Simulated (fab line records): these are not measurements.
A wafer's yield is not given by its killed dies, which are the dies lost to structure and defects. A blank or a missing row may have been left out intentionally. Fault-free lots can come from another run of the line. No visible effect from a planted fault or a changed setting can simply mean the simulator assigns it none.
Which tool is to blame? + flow gf180mcu + 39 wafers from 13 lots sampled at 5 of the route's 602 steps

WHAT EACH GAUGE READ, for each wafer
GF_NWELL_TW_MEAS_11.
| lot  | measured    | on            | NWELL_TW       |
|------|-------------|---------------|----------------|
| L939 | day 3 07:13 | film-metro-03 | 1564 1568 1560 |
| L940 | day 3 13:01 | film-metro-01 | 1606 1598 1596 |
| L942 | day 3 22:55 | film-metro-03 | 1555 1561 1558 |
| L943 | day 4 04:53 | film-metro-03 | 1560 1562 1560 |
| L944 | day 4 10:40 | film-metro-01 | 1599 1601 1604 |
| L947 | day 5 02:19 | film-metro-04 | 1582 1580 1587 |
| L948 | day 5 08:56 | film-metro-03 | 1551 1555 1558 |
| L950 | day 5 21:49 | film-metro-03 | 1556 1552 1551 |
| L951 | day 6 02:49 | film-metro-04 | 1909 1915 1919 |
| L952 | day 6 06:35 | film-metro-03 | 1567 1561 1573 |
| L953 | day 6 12:34 | film-metro-04 | 1562 1570 1564 |
| L954 | day 6 21:11 | film-metro-01 | 1962 1963 1954 |
| L959 | day 7 20:29 | film-metro-03 | 1911 1909 1903 |

GF_VT_IMPLANT_RS_MEAS_47: measurement is done with a four-point probe.
| lot  | measured     | on            | NWELL_RS (ohm/sq) |
|------|--------------|---------------|-------------------|
| L939 | day 7 13:50  | film-metro-03 | 487.8 487.2 487.9 |
| L940 | day 7 18:34  | film-metro-04 | 486.9 487.4 489.1 |
| L942 | day 8 09:38  | film-metro-04 | 486.4 488.5 486.5 |
| L943 | day 8 15:52  | film-metro-01 | 489.8 488.8 489.1 |
| L944 | day 8 22:52  | film-metro-01 | 488.9 488.5 489.5 |
| L947 | day 9 19:44  | film-metro-01 | 486.3 487.5 487.1 |
| L948 | day 10 01:52 | film-metro-03 | 488.5 488.2 488.7 |
| L950 | day 10 18:21 | film-metro-03 | 487.1 489.7 488.4 |
| L951 | day 10 22:44 | film-metro-03 | 351.0 350.3 350.5 |
| L952 | day 11 03:37 | film-metro-01 | 489.0 487.2 488.5 |
| L953 | day 11 09:37 | film-metro-01 | 491.2 490.6 490.6 |
| L954 | day 11 20:04 | film-metro-01 | 350.0 349.2 349.5 |
| L959 | day 12 23:06 | film-metro-03 | 349.4 351.0 349.6 |

GF_V2_CD_MEAS_14: the cd target is 260 nm.
| lot  | measured     | on        | cd-nm (nm)        |
|------|--------------|-----------|-------------------|
| L939 | day 19 23:19 | cd-sem-02 | 257.1 258.2 257.5 |
| L940 | day 20 03:17 | cd-sem-01 | 257.5 256.8 257.5 |
| L942 | day 21 07:16 | cd-sem-02 | 260.0 260.6 259.7 |
| L943 | day 21 13:44 | cd-sem-02 | 258.1 258.4 257.7 |
| L944 | day 22 03:53 | cd-sem-01 | 261.2 259.2 259.5 |
| L947 | day 23 22:16 | cd-sem-01 | 260.8 260.6 260.8 |
| L948 | day 24 01:11 | cd-sem-01 | 257.6 257.9 258.1 |
| L950 | day 24 22:34 | cd-sem-01 | 258.1 258.6 257.8 |
| L951 | day 24 23:32 | cd-sem-01 | 257.8 258.1 258.7 |
| L952 | day 25 09:02 | cd-sem-01 | 261.4 262.6 263.4 |
| L953 | day 25 19:04 | cd-sem-01 | 258.7 259.7 259.8 |
| L954 | day 26 03:30 | cd-sem-01 | 260.0 259.8 259.6 |
| L959 | day 27 01:34 | cd-sem-02 | 259.1 258.2 260.0 |

WHAT TOOL EACH LOT RAN ON (gives the tool, then ch and the chambers of the sampled wafers, and finally the start)
| lot  | GF_NWELL_IMPLANT_08            | GF_M2_SPUTTER_04             |
|------|--------------------------------|------------------------------|
| L939 | implanter-01 ch 0, day 3 06:49 | pvd-sputter-01, day 17 21:52 |
| L940 | implanter-04 ch 0, day 3 12:38 | pvd-sputter-01, day 18 01:29 |
| L942 | implanter-04 ch 0, day 3 22:31 | pvd-sputter-02, day 19 05:27 |
| L943 | implanter-01 ch 0, day 4 04:29 | pvd-sputter-02, day 19 12:41 |
| L944 | implanter-01 ch 0, day 4 10:17 | pvd-sputter-01, day 20 02:43 |
| L947 | implanter-01 ch 0, day 5 01:55 | pvd-sputter-01, day 21 22:05 |
| L948 | implanter-03 ch 0, day 5 08:32 | pvd-sputter-04, day 22 01:47 |
| L950 | implanter-01 ch 0, day 5 21:25 | pvd-sputter-01, day 23 00:59 |
| L951 | implanter-04 ch 0, day 6 01:49 | pvd-sputter-04, day 23 01:56 |
| L952 | implanter-03 ch 0, day 6 06:14 | pvd-sputter-02, day 23 11:41 |
| L953 | implanter-01 ch 0, day 6 11:52 | pvd-sputter-02, day 23 22:25 |
| L954 | implanter-01 ch 0, day 6 20:29 | pvd-sputter-01, day 24 06:39 |
| L959 | implanter-03 ch 0, day 7 19:46 | pvd-sputter-01, day 25 05:41 |
- GF_NWELL_IMPLANT_08
- GF_M2_SPUTTER_04: material TiN, target thk 50 nm, time 41.7 s.

AS READ BY THE TOOLS THEMSELVES (means over the sampled wafers that have a number; for cases with no such wafer, the mark the record gives instead)
GF_M2_SPUTTER_04.
| lot  | tool           | cathode-dc-power-W (W) | throttle-valve-pct (%) |
|------|----------------|------------------------|------------------------|
| L939 | pvd-sputter-01 | 6500.5                 | 29.9                   |
| L940 | pvd-sputter-01 | 6499.7                 | 29.7                   |
| L942 | pvd-sputter-02 | 6500.2                 | 29.8                   |
| L943 | pvd-sputter-02 | 6500.3                 | 30.4                   |
| L944 | pvd-sputter-01 | 6498.8                 | 29.4                   |
| L947 | pvd-sputter-01 | 6500.2                 | 30.3                   |
| L948 | pvd-sputter-04 | 6500.3                 | 30.1                   |
| L950 | pvd-sputter-01 | 6500.6                 | 29.7                   |
| L951 | pvd-sputter-04 | 6500.2                 | 30.4                   |
| L952 | pvd-sputter-02 | 6499.7                 | 30.8                   |
| L953 | pvd-sputter-02 | 6498.6                 | 30.6                   |
| L954 | pvd-sputter-01 | 6499.9                 | 29.3                   |
| L959 | pvd-sputter-01 | 6500.3                 | 29.1                   |

THE ANSWER, worked out from the rows above alone
Rule: usual is defined by the lots themselves. Put in order of their means at a reading, lots are off if they are a third of the lots or fewer, leave a main group of 4 or more, and stand apart from it by a gap of 3 or more times the standard deviation of the main group's means; of several such gaps the widest counts. Not used: any main group whose means are identical at the precision the tables above print for the reading. Also off: a lot with no number at a reading for which 4 or more lots have one. All remaining lots with rows at the step are treated as sound. Order of review: gauges by route order, followed by the tools' own readings, for which a lot's mean as printed above is used. At the first step where some lot is off, the reading lying furthest off is the one used; lots without a number count as furthest.
Off: at GF_NWELL_TW_MEAS_11 (NWELL_TW), L951, L954, L959. Main group: mean 1571, sd 17.
If a tool, at a process step before that reading, ran all the lots that are off and no sound lot after the first of them, it fits. The gauges at GF_NWELL_TW_MEAS_11 are tried like those tools. None of those tried fits.

WHAT THE SIMULATOR PUT IN
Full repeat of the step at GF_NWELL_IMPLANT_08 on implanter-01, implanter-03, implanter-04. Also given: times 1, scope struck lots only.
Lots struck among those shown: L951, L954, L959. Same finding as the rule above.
